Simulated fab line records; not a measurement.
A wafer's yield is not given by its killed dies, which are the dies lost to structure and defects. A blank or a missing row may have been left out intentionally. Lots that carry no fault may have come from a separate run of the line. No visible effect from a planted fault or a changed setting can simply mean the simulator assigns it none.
Which of the tools did it? | flow sky130 | at 1 step of a route of 708, 12 lots with 36 wafers sampled

## WHAT THE GAUGES READ, wafer by wafer
SKY_LI_CONTACT_BOW_MEAS_03.
lot  | measured     | on            | LI_CONTACT_BOW (um)
L980 | day 27 16:25 | film metro-02 | 56 50 56
L981 | day 28 08:17 | film metro-04 | 60 58 55
L983 | day 29 03:50 | film metro-01 | 59 56 56
L984 | day 29 08:11 | film metro-02 | 56 58 59
L986 | day 30 00:26 | film metro-01 | 58 58 56
L992 | day 32 04:42 | film metro-04 | 50 65 48
L995 | day 33 02:25 | film metro-02 | 59 69 59
L996 | day 33 09:07 | film metro-01 | 62 49 66
L997 | day 33 18:01 | film metro-04 | 46 40 53
L999 | day 34 08:10 | film metro-01 | 49 49 54
L101 | day 35 01:02 | film metro-02 | 63 65 55
L102 | day 35 04:17 | film metro-04 | 64 56 54

## EACH LOT AND THE TOOL THAT RAN IT (in order: tool; ch and the chambers of the sampled wafers; start)
There is no process step in the record ahead of these readings.

## WHAT THE TOOLS THEMSELVES READ (means of the sampled wafers that have a number; where no wafer has one, the mark that the record gives instead)
The record holds no such reading with a usual standard deviation.

## THE ANSWER, worked out from the rows above alone
Rule: the lots themselves supply what counts as usual. Put in order of their means at a reading, lots are off if they are a third of the lots or fewer, leave a main group of 4 or more, and stand apart from it by a gap of 3 or more times the standard deviation of the main group's means; of several such gaps the widest counts. A main group is skipped when, at the precision printed for the reading in the tables above, its means are all equal. Also off: a lot with no number at a reading for which 4 or more lots have one. Where the step has rows for the other lots, those lots are counted as sound. Order of review: gauges by route order, followed by the tools' own readings, for which a lot's mean as printed above is used. The first step at which some lot is off is used, and at that step the reading that is off furthest; a lot without a number counts as furthest.
None of the lots is off at any reading shown; this tells nothing.

## WHAT WAS PUT IN BY THE SIMULATOR
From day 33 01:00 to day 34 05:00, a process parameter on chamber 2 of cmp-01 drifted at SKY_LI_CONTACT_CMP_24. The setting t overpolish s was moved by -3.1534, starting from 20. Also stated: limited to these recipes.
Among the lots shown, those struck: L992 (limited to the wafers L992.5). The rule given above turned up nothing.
